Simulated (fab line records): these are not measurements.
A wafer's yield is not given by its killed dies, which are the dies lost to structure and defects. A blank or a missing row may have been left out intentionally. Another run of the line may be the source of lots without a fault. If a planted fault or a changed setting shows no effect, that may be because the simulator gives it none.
fab line records    flow sky130
record: lots: 5  wafers: 15  last-day: 50
route steps=708 shown GATE_OXIDE@188 PAD_OPEN@708
lots that met no fault: from a run of the same line without faults
start-h: start of the lot's first displayed wafer, in hours after the record's first day    wait-h: how many hours have passed since the lot's step before this one    " same as the row above    L1.1+2: a single row standing in for several wafers    - value missing, or start not given    * or withheld: withheld    < > ~ a bound
route shown NAME@n: a module of which the file shows steps, and the number in the route of the first    usual: mean/standard deviation taken from wafers without a fault    same: alike in all rows    chamber/n: place in a boat    sites: readings site by site    _std_site: the values' standard deviation    _edge_site: inner sites' mean taken away from outer sites' mean    radius-mm: for every site, how far away it sits from the centre of the wafer    mask NAME#n: copy n    behind: the last tool/chamber to shape the wafer    hold: why the lot was held/for how many hours/how that ended    device: whichever transistor did not switch (one of n, p or np)    end of line: tests of these same wafers at the route's end    a step with no rows: only its recipe    killed: dies lost to structure and defects at the first sort, not the wafer's yield    map: a wafer's dies, marking killed ones x, the rest . and places with no die _
set.NAME: the setting the step ran with; set.NAME@STEP: the setting that earlier step ran with    model.NAME: the simulator's own value behind a step, which no gauge read
lots at selected steps of the route; one table per step, one row per wafer
services: from which hour (start-h, from the record's first day; less than 0 if before it) a tool's chamber was out of use, for how many hours, and why
== steps ==
step: SKY_GATE_OXIDE_OXIDATION_01
recipe: temp-c: 900  ambient: O2  stabilise-s: 600  purge-s: 300  target-thk-a: 102.68  ox-time-s: 1473
step: SKY_GATE_OXIDE_THK_MEAS_02
recipe: reads: SiO2_of_GATE_OXIDE_OXIDATION_01
usual: GATE_OXIDE_OXIDATION_00_THK: 10.31/0.18
lot.wafer  tool           chamber  start-h  wait-h  GATE_OXIDE_OXIDATION_00_THK[nm]
L606.2     film-metro-02  -        284.13   0.0     10.32
L606.4     "              -        "        "       10.34
L606.6     "              -        "        "       10.25
L613.3     film-metro-01  -        335.15   0.0     9.93
L613.5     "              -        "        "       10.23
L613.6     "              -        "        "       9.93
L618.1     film-metro-01  -        379.29   0.0     10.09
L618.2     "              -        "        "       10.29
L618.4     "              -        "        "       10.20
L626.3     film-metro-02  -        452.39   0.0     10.57
L626.4     "              -        "        "       10.70
L626.6     "              -        "        "       10.74
L627.4     film-metro-02  -        471.40   0.0     10.61
L627.5     "              -        "        "       10.61
L627.6     "              -        "        "       10.48
step: SKY_GATE_OXIDE_DEHYDRATE_03
recipe: temp-c: 200  time-s: 60
step: SKY_GATE_OXIDE_HMDS_04
recipe: prime-time-s: 60  prime-temp-c: 120
step: SKY_GATE_OXIDE_COAT_05
recipe: resist: NOVOLAK  spin-rpm: 3000  resist-thk-nm: 1140
step: SKY_GATE_OXIDE_SOFTBAKE_06
recipe: temp-c: 90  time-s: 60  resist: NOVOLAK
step: SKY_GATE_OXIDE_EXPOSE_07
recipe: mask-id: LVOM  na: 0.6  source-shape: conventional  sigma-outer: 0.6  polarization: unpolarized  target-cd-nm: 600  dose-mj: 170
step: SKY_GATE_OXIDE_PEB_08
recipe: temp-c: withheld  time-s: *  resist: NOVOLAK
step: SKY_GATE_OXIDE_DEVELOP_09
recipe: resist: NOVOLAK  developer: TMAH  develop-time-s: 60  dev-temp-c: 23
step: SKY_GATE_OXIDE_OVL_MEAS_10
usual: GATE_OXIDE_OVL: -0.7/1.5
lot.wafer  tool        chamber  start-h  wait-h  GATE_OXIDE_OVL[nm]
L606.2     overlay-01  -        308.63   0.1     1.4
L606.4     "           -        "        "       1.7
L606.6     "           -        "        "       2.2
L613.3     overlay-02  -        361.69   0.1     -2.1
L613.5     "           -        "        "       0.2
L613.6     "           -        "        "       1.0
L618.1     overlay-02  -        408.14   0.1     -1.9
L618.2     "           -        "        "       -1.7
L618.4     "           -        "        "       -1.6
L626.3     overlay-02  -        482.76   0.1     -1.1
L626.4     "           -        "        "       -1.7
L626.6     "           -        "        "       -2.7
L627.4     overlay-02  -        501.37   0.1     0.6
L627.5     "           -        "        "       2.0
L627.6     "           -        "        "       2.2
step: SKY_GATE_OXIDE_IMPLANT_11
recipe: species: B  energy-kev: 10  dose-cm2: 2.6e+12  tilt-deg: withheld
step: SKY_GATE_OXIDE_WET_ETCH_12
recipe: chemistry: dHF  target-depth-nm: 16.8  dry: n2-spin  target: SiO2  dilution: 100:1  temp-c: 25  time-s: 336
step: SKY_GATE_OXIDE_STRIP_13
recipe: chemistry: O2/N2  power-w: 1400  pressure-mtorr: 1500  platen-temp-c: withheld  o2-flow-sccm: 3000  n2-flow-sccm: 300  overash-fraction: 0.5
usual: drypump-motor-current-A: 5.77/0.11  oes-product-au: 0.715/0.0046  strip-time-to-endpoint-s: 14.20/0.04
lot.wafer  tool             chamber  start-h  wait-h  drypump-motor-current-A  oes-product-au  rf-hours-counter-h  strip-time-to-endpoint-s  model.NOVOLAK_of_GATE_OXIDE_COAT_05.thk-nm
L606.2     plasma-asher-02  0        308.91   0.0     5.69                     0.724           63                  14.20                     0
L606.4     "                1        "        "       5.88                     0.717           -                   14.20                     0
L606.6     "                1        "        "       5.89                     0.717           -                   14.26                     0
L613.3     plasma-asher-01  1        361.99   0.0     5.74                     0.708           -                   14.26                     0
L613.5     "                1        "        "       5.73                     0.708           -                   14.25                     0
L613.6     "                0        "        "       5.63                     0.714           -                   14.28                     0
L618.1     plasma-asher-02  0        408.43   0.0     5.67                     0.953           73                  -                         250.2
L618.2     "                1        "        "       5.87                     0.952           73                  -                         248.8
L618.4     "                1        "        "       5.86                     0.951           -                   -                         250
L626.3     plasma-asher-04  1        483.07   0.0     5.91                     0.709           -                   14.16                     0
L626.4     "                0        "        "       5.91                     0.713           -                   14.14                     0
L626.6     "                1        "        "       5.95                     0.719           -                   14.12                     0
L627.4     plasma-asher-04  1        501.77   0.0     5.93                     0.715           -                   14.20                     0
L627.5     "                1        "        "       5.91                     0.714           -                   14.20                     0
L627.6     "                0        "        "       5.93                     0.712           -                   14.18                     0
step: SKY_GATE_OXIDE_TW_MEAS_14
usual: GATE_OXIDE_TW: 226.0/1.2
lot.wafer  tool           chamber  start-h  wait-h  GATE_OXIDE_TW
L606.2     film-metro-02  -        309.02   0.1     226.8
L606.4     "              -        "        "       226.3
L606.6     "              -        "        "       226.5
L613.3     film-metro-01  -        362.08   0.1     226.7
L613.5     "              -        "        "       225.1
L613.6     "              -        "        "       227.3
L618.1     film-metro-02  -        408.53   0.1     224.2
L618.2     "              -        "        "       224.8
L618.4     "              -        "        "       225.7
L626.3     film-metro-04  -        483.16   0.1     225.4
L626.4     "              -        "        "       226.4
L626.6     "              -        "        "       227.8
L627.4     film-metro-01  -        501.87   0.1     226.0
L627.5     "              -        "        "       224.8
L627.6     "              -        "        "       225.0
step: SKY_PAD_OPEN_PROBE_99
usual: killed_at_M0_to_M3: 43/7.7  killed_at_M4_up: 2.9/1.9  killed-at-contacts: 24/5.9  killed-at-front-end: 16/5.1  killed-at-other: 0.3/0.63  killed-dies: 86/10  killed-on-rim: 16/3.6  killed-open: 47/7.6  killed-short: 39/6.8
same: gross-dies: 492  killed-at-back-side: 0
lot.wafer  tool       chamber  start-h  wait-h  killed_at_M0_to_M3  killed_at_M4_up  killed-at-contacts  killed-at-front-end  killed-at-other  killed-dies  killed-on-rim  killed-open  killed-short
L606.2     prober-02  -        1073.25  0.1     33                  0                35                  8                    0                76           21             43           33
L606.4     prober-02  -        1073.35  0.2     39                  4                21                  23                   0                87           15             48           37
L606.6     prober-02  -        1073.45  0.2     41                  0                16                  14                   0                71           13             40           31
L613.3     prober-02  -        1114.80  0.2     34                  0                33                  4                    1                72           16             41           31
L613.5     prober-02  -        1114.90  0.2     34                  2                24                  6                    0                66           14             38           28
L613.6     prober-02  -        1114.95  0.2     44                  3                21                  9                    0                77           19             44           33
L618.1     prober-01  -        1145.66  0.1     46                  2                17                  424                  3                492          96             59           31
L618.2     prober-01  -        1145.71  0.1     42                  5                25                  420                  0                492          96             46           43
L618.4     prober-01  -        1145.81  0.2     45                  4                24                  418                  1                492          96             50           41
L626.3     prober-01  -        1184.01  0.2     42                  4                25                  21                   1                93           15             50           43
L626.4     prober-01  -        1184.06  0.2     56                  4                18                  20                   0                98           17             46           52
L626.6     prober-01  -        1184.16  0.2     48                  4                19                  17                   0                88           18             42           46
L627.4     prober-02  -        1194.45  0.2     39                  6                19                  18                   0                82           16             38           44
L627.5     prober-02  -        1194.50  0.2     34                  3                24                  21                   0                82           15             45           37
L627.6     prober-02  -        1194.55  0.2     37                  1                19                  12                   0                69           11             41           28
killed by level:class
L606.2 LI_CONTACT:geometric-particle:open=15 VIA1:geometric-particle:open=8 CONTACT:geometric-particle:short=7 CONTACT:geometric-particle:open=7 METAL2:geometric-particle:short=7 VIA1:geometric-particle:short=6 VIA2:geometric-particle:open=5 LOCAL_INTERCONNECT:geometric-particle:short=4
L606.4 VIA3:geometric-particle:open=8 LI_CONTACT:geometric-particle:open=7 VIA1:geometric-particle:open=7 FIELD_ISO:geometric-particle:short=6 LOCAL_INTERCONNECT:geometric-particle:short=6 VIA2:geometric-particle:open=6 CONTACT:geometric-particle:open=5 METAL1:geometric-particle:short=5
L606.6 VIA1:geometric-particle:open=11 METAL1:geometric-particle:short=8 VIA3:geometric-particle:open=6 LI_CONTACT:geometric-particle:open=5 CONTACT:geometric-particle:open=5 FIELD_ISO:geometric-particle:open=4 LI_CONTACT:geometric-particle:short=4 METAL2:geometric-particle:short=4
L613.3 LI_CONTACT:geometric-particle:open=12 LOCAL_INTERCONNECT:geometric-particle:short=6 VIA1:geometric-particle:open=6 VIA3:geometric-particle:open=6 VIA1:geometric-particle:short=5 CONTACT:geometric-particle:open=5 LI_CONTACT:geometric-particle:short=4 CONTACT:geometric-particle:short=4
L613.5 CONTACT:geometric-particle:open=8 VIA1:geometric-particle:open=8 METAL3:geometric-particle:short=7 LI_CONTACT:geometric-particle:open=6 LOCAL_INTERCONNECT:geometric-particle:short=5 VIA2:geometric-particle:open=5 VIA3:geometric-particle:open=5 METAL2:geometric-particle:short=4
L613.6 CONTACT:geometric-particle:open=11 VIA3:geometric-particle:open=10 VIA1:geometric-particle:open=8 VIA1:geometric-particle:short=5 METAL1:geometric-particle:short=5 POLY_GATE:geometric-particle:short=4 POLY_GATE:geometric-particle:open=3 LI_CONTACT:geometric-particle:open=3
L618.1 GATE_OXIDE:area-oxidation=401 VIA2:geometric-particle:open=13 VIA3:geometric-particle:open=10 FIELD_ISO:geometric-particle:open=9 VIA1:geometric-particle:open=9 CONTACT:geometric-particle:open=5 LOCAL_INTERCONNECT:geometric-particle:short=4 FIELD_ISO:geometric-particle:short=3
L618.2 GATE_OXIDE:area-oxidation=402 LI_CONTACT:geometric-particle:open=9 METAL2:geometric-particle:short=8 VIA3:geometric-particle:open=8 CONTACT:geometric-particle:open=6 POLY_GATE:geometric-particle:short=6 VIA1:geometric-particle:open=6 CONTACT:geometric-particle:short=5
L618.4 GATE_OXIDE:area-oxidation=400 VIA2:geometric-particle:open=13 LI_CONTACT:geometric-particle:open=9 FIELD_ISO:geometric-particle:short=7 METAL1:geometric-particle:short=7 VIA1:geometric-particle:open=7 CONTACT:geometric-particle:open=6 VIA3:geometric-particle:open=5
L626.3 VIA2:geometric-particle:open=9 VIA1:geometric-particle:open=8 LI_CONTACT:geometric-particle:open=7 CONTACT:geometric-particle:open=7 POLY_GATE:geometric-particle:short=6 LOCAL_INTERCONNECT:geometric-particle:short=6 METAL1:geometric-particle:short=6 METAL2:geometric-particle:short=5
L626.4 VIA1:geometric-particle:open=19 VIA1:geometric-particle:short=10 POLY_GATE:geometric-particle:short=6 LOCAL_INTERCONNECT:geometric-particle:short=6 CONTACT:geometric-particle:open=6 METAL1:geometric-particle:short=6 VIA3:geometric-particle:open=6 METAL2:geometric-particle:short=6
L626.6 VIA1:geometric-particle:open=10 METAL2:geometric-particle:short=9 VIA2:geometric-particle:open=7 LOCAL_INTERCONNECT:geometric-particle:short=5 VIA1:geometric-particle:short=5 VIA3:geometric-particle:open=5 FIELD_ISO:geometric-particle:short=4 METAL1:geometric-particle:short=4
L627.4 VIA1:geometric-particle:open=10 METAL2:geometric-particle:short=7 FIELD_ISO:geometric-particle:short=6 VIA3:geometric-particle:open=5 CONTACT:geometric-particle:open=5 METAL4:geometric-particle:short=5 FIELD_ISO:geometric-particle:open=4 POLY_GATE:geometric-particle:short=4
L627.5 CONTACT:geometric-particle:open=6 LOCAL_INTERCONNECT:geometric-particle:short=6 METAL2:geometric-particle:short=6 VIA2:geometric-particle:open=6 FIELD_ISO:geometric-particle:open=5 VIA1:geometric-particle:open=5 FIELD_ISO:geometric-particle:short=4 LI_CONTACT:geometric-particle:open=4
L627.6 CONTACT:geometric-particle:open=8 VIA2:geometric-particle:open=8 VIA1:geometric-particle:open=6 LI_CONTACT:geometric-particle:open=4 METAL2:geometric-particle:short=4 VIA3:geometric-particle:open=4 SPACER:geometric-particle:short=3 LOCAL_INTERCONNECT:geometric-particle:short=3
map L618.1 (x killed, . not)
__________xxxxxxxxxx_________
________xxxxxxxxxxxxxx_______
______xxxxxxxxxxxxxxxxxx_____
_____xxxxxxxxxxxxxxxxxxxx____
____xxxxxxxxxxxxxxxxxxxxxx___
___xxxxxxxxxxxxxxxxxxxxxxxx__
__xxxxxxxxxxxxxxxxxxxxxxxxxx_
_xxxxxxxxxxxxxxxxxxxxxxxxxxxx
_xxxxxxxxxxxxxxxxxxxxxxxxxxxx
_xxxxxxxxxxxxxxxxxxxxxxxxxxxx
_xxxxxxxxxxxxxxxxxxxxxxxxxxxx
_xxxxxxxxxxxxxxxxxxxxxxxxxxxx
_xxxxxxxxxxxxxxxxxxxxxxxxxxxx
_xxxxxxxxxxxxxxxxxxxxxxxxxxxx
_xxxxxxxxxxxxxxxxxxxxxxxxxxxx
__xxxxxxxxxxxxxxxxxxxxxxxxxx_
___xxxxxxxxxxxxxxxxxxxxxxxx__
____xxxxxxxxxxxxxxxxxxxxxx___
_____xxxxxxxxxxxxxxxxxxxx____
______xxxxxxxxxxxxxxxxxx_____
________xxxxxxxxxxxxxx_______
__________xxxxxxxxxx_________
map L606.4 (x killed, . not)
__________....x....._________
________x...x........x_______
______.x...x....x.x....._____
_____.................x..____
____..x...x........x......___
___.x.....x........x.......__
__x..x.x.x...xx.xx...x....x._
_...xx.......x...x....x...x..
_....x...x.............x.....
_..x..x..x.......x.......x...
_....x...x....x......x.x.....
_....x.......x....x.x...x..x.
_......x..........xx...x.....
_....x.xx......xx..x.......x.
_.x.........x.......x....xx..
__....x.x.......x....x....xx_
___................x.x...xx__
____....x.....x.......x...___
_____xx...........x..xx..____
______.......x...x......_____
________.............._______
__________.......x.._________
== services ==
tool             chamber  start-h  hours  kind
plasma-asher-01  -        310.42   0.4    repair
plasma-asher-01  -        359.78   2.1    repair
plasma-asher-01  -        421.25   9.0    pm
plasma-asher-01  0        421.25   9.0    vent-cycle
plasma-asher-01  1        421.25   9.0    vent-cycle
plasma-asher-01  0        430.25   -      clean
plasma-asher-01  1        430.25   -      clean
== key ==
first-sign: step: SKY_GATE_OXIDE_STRIP_13  reading: oes-product-au  direction: up  sigmas: 52  usual: 0.715  struck: 0.952
effect: step: SKY_PAD_OPEN_PROBE_99  reading: killed-at-front-end  direction: up  sigmas: 80  usual: 16  struck: 421
model-effect: step: SKY_GATE_OXIDE_STRIP_13  value: NOVOLAK_of_GATE_OXIDE_COAT_05.thk-nm  without: 0  struck: 249.7
more-kills-born-at: SKY_GATE_OXIDE_OXIDATION_16@furnace-02: 1203
met-at SKY_GATE_OXIDE_STRIP_13
struck-wafers L618.1,L618.2,L618.4
later-rows-left-out L618.1,L618.2,L618.4
tester-left-out L618
onset-between 308.91 408.43
fault: kind: strip-aborted  tool: plasma-asher-02  chamber: -  onset-h: 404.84  steps: SKY_GATE_OXIDE_STRIP_13  offset: 0.51025  end-h: 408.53
tester-left-out: of these lots the tester's yield and bins aren't shown, on N5 and GAA mostly nor the transistor test; their killed dies are dies lost to structure and defects alone, not to doping, threshold or leakage, so they don't give the yield
later-rows-left-out: the simulator's readings of these wafers behind a module that went badly wrong aren't trusted and aren't shown, but for the sort
